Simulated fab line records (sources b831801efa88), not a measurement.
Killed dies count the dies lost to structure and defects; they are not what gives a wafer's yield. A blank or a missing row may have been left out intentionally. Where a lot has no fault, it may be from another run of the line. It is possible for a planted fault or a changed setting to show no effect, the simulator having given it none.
Code-filled problem report in 8D (eight disciplines) form + flow gf180mcu + the parts of the form that need people (team, actions taken, sign-off) are left out

## 1. WHAT IS WRONG
Mean of cd_nm at GF_CONTACT_CD_MEAS_14: 236.9 nm across 6 wafers in 2 lots; on wafers with no fault it is 220.2 nm (standard deviation 1.4). That is +12 standard deviations from the usual mean.
The step: target cd 220 nm.
Seen first at day 20 01:35 on cd_sem-01, wafer L229.1. Wafers with a number at this step in the record: 39, from 13 lots. By rule, "out" or "out of limits" means more than 4 standard deviations away from the usual mean. The other wafers with a number count as sound.

## 2. WHAT IT IS, AND WHAT IT ISN'T
| question                    | is                     | is not                                                                                 |
|-----------------------------|------------------------|----------------------------------------------------------------------------------------|
| which readings at this step | cd_nm                  | -                                                                                      |
| which lots                  | L229, L232             | L219, L220, L221, L222, L223, L225, L228, L237, L239, L241, L242                       |
| which wafers of those lots  | all that have a number | -                                                                                      |
| read on which gauges        | cd_sem-01, cd_sem-02   | -                                                                                      |
| when                        | from day 20 01:35      | up to then (21 sound wafers); but 12 sound wafers of L237, L239, L241, L242 came after |

## 3. SUSPECTS, AND WHAT RULES EACH OUT
Counting: a tool at a process step up to the reading stays a suspect if it ran every lot that is out and no sound lot after the first of them.
- the gauge at GF_CONTACT_CD_MEAS_14: ruled out. The wafers that are out were read on 2 gauges (cd_sem-01, cd_sem-02).
- krf_scanner-01 at GF_CONTACT_EXPOSE_11 (exposes mask Contact, target cd 220 nm): kept. Every lot that is out went through it, starting with L229 (day 19 13:35), and after that it ran no sound lot; the last sound lot it ran before then is L225 (day 17 17:19). Out on those wafers are its own readings of exposure_dose_mJ_cm2.
Left after counting: krf_scanner-01 at GF_CONTACT_EXPOSE_11.

## 4. THE CAUSE (what the simulator had put in)
Drift in process parameters on krf_scanner-01 at GF_CONTACT_EXPOSE_11, starting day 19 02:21. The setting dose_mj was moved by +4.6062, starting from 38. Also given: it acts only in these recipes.
The count eliminated every tool but this one.

## 5. THE EFFECT CHAIN, in route order
One row per reading whose mean, taken over the struck wafers that have a number, lies over 3 standard deviations from the usual. Only readings for which the record gives a usual standard deviation are gone through. hours: the time from each lot's start at the first step in this table that gives one to its start at this step, as a median over the lots. sigmas: the change in usual standard deviations.
| hours | step                  | reading              | usual    | on struck wafers | change | sigmas      |
|-------|-----------------------|----------------------|----------|------------------|--------|-------------|
| 0     | GF_CONTACT_EXPOSE_11  | exposure_dose_mJ_cm2 | 38.00    | 42.17            | +4.17  | +99 or more |
| 12    | GF_CONTACT_CD_MEAS_14 | cd_nm                | 220.2 nm | 236.9            | +16.7  | +12         |
The process steps in it:
- GF_CONTACT_EXPOSE_11: exposes mask Contact, target cd 220 nm.
Later steps that measure or inspect, where all struck wafers having a row at the step show a number for every such reading and not one has moved that far: GF_M1_RS_MEAS_05.

## 6. WHAT WOULD HAVE CAUGHT IT SOONER
Counted from the fault's start at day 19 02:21, it took 23 hours until the first out-of-limits reading at a measuring or inspecting step in this record, taken at day 20 01:35.
Tool's own readings at GF_CONTACT_EXPOSE_11, exposure_dose_mJ_cm2: out on all struck wafers the step has rows for; an alarm limit on them would have tripped on the first.
Among the 2 lots that are out, L232 began GF_CONTACT_EXPOSE_11 on krf_scanner-01 after day 20 01:35. Holding the tool at that time would have saved it.
